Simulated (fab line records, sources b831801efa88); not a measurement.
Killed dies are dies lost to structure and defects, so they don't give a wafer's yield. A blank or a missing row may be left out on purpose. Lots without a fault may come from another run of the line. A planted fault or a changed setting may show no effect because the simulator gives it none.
One fault seen from 2 desks | flow gf180mcu | each desk has only its own numbers; what lay behind them comes last

THE TOOL OWNER'S DESK: cvd_w-01
The tool's own readings at GF_V5_CVD_23 (deposits W, target thk 350 nm, time 104.9 s): means of the sampled wafers that have a number, for each lot that ran on this tool. A lot is out of limits, marked OUT, if its mean lies more than 4 standard deviations from the usual mean; the brackets give that distance.
Columns: A = chamber_pressure_Torr at GF_V5_CVD_23, usual 40.01 Torr; B = heater_power_w at GF_V5_CVD_23, usual 907 W
lot  | first seen here | A                       | B
L208 | day 27 17:20    | 39.96                   | 871
L209 | day 28 03:26    | 39.98                   | 873
L212 | day 28 23:07    | 40.07                   | 898
L214 | day 29 13:04    | 40.03                   | 901
L216 | day 30 14:23    | 29.75 (-99 or more) OUT | 867
L217 | day 30 20:12    | 29.76 (-99 or more) OUT | 875
This desk's finding: out of limits on L216, L217; first on L216, day 30 14:23 (chamber_pressure_Torr at GF_V5_CVD_23). In limits: L208, L209, L212, L214.

THE METROLOGY DESK
What the gauges read, lot by lot, whatever tool the lot ran on: means of the sampled wafers that have a number. A lot is out of limits, marked OUT, if its mean lies more than 4 standard deviations from the usual mean; the brackets give that distance.
Columns: A = V5_CVD_02_THK at GF_V5_THK_MEAS_03, usual 1446 nm; B = V5_W_RS at GF_V5_RS_MEAS_24, usual 0.3277 ohm/sq; C = V5_W_THK at GF_V5_THK_MEAS_25, usual 356 nm
lot  | first seen here | A    | B                | C
L206 | day 26 06:29    | 1433 | 0.3263           | 361
L208 | day 26 20:04    | 1464 | 0.3289           | 354
L209 | day 27 05:42    | 1438 | 0.3314           | 351
L212 | day 28 01:58    | 1470 | 0.3287           | 353
L214 | day 28 16:24    | 1460 | 0.3249           | 360
L216 | day 29 18:55    | 1463 | 0.3810 (+18) OUT | 308 (-11) OUT
L217 | day 30 00:50    | 1435 | 0.3833 (+19) OUT | 301 (-13) OUT
L224 | day 31 12:59    | 1452 | 0.3277           | 353
L226 | day 32 02:40    | 1469 | 0.3258           | 359
L228 | day 32 16:31    | 1464 | 0.3287           | 354
L229 | day 33 01:49    | 1424 | 0.3290           | 356
This desk's finding: out of limits on L216, L217; first on L216, day 30 14:29 (V5_W_RS at GF_V5_RS_MEAS_24). In limits: L206, L208, L209, L212, L214, L224, L226, L228, L229.

PUT TOGETHER
The tool owner's desk could have raised an alarm at day 30 14:23, on L216, L217.
The metrology desk could have raised an alarm at day 30 14:29, on L216, L217.
Of the lots named, all ran GF_V5_CVD_23 on cvd_w-01.

WHAT THE SIMULATOR HAD PUT IN
Process parameter drift: cvd_w-01, from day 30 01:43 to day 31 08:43, at GF_V5_CVD_23. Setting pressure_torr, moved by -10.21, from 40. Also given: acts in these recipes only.
Lots struck among those shown: L216, L217.
Hours from the fault's start to each desk's first reading out of limits: the tool owner's desk, 13; the metrology desk, 13.
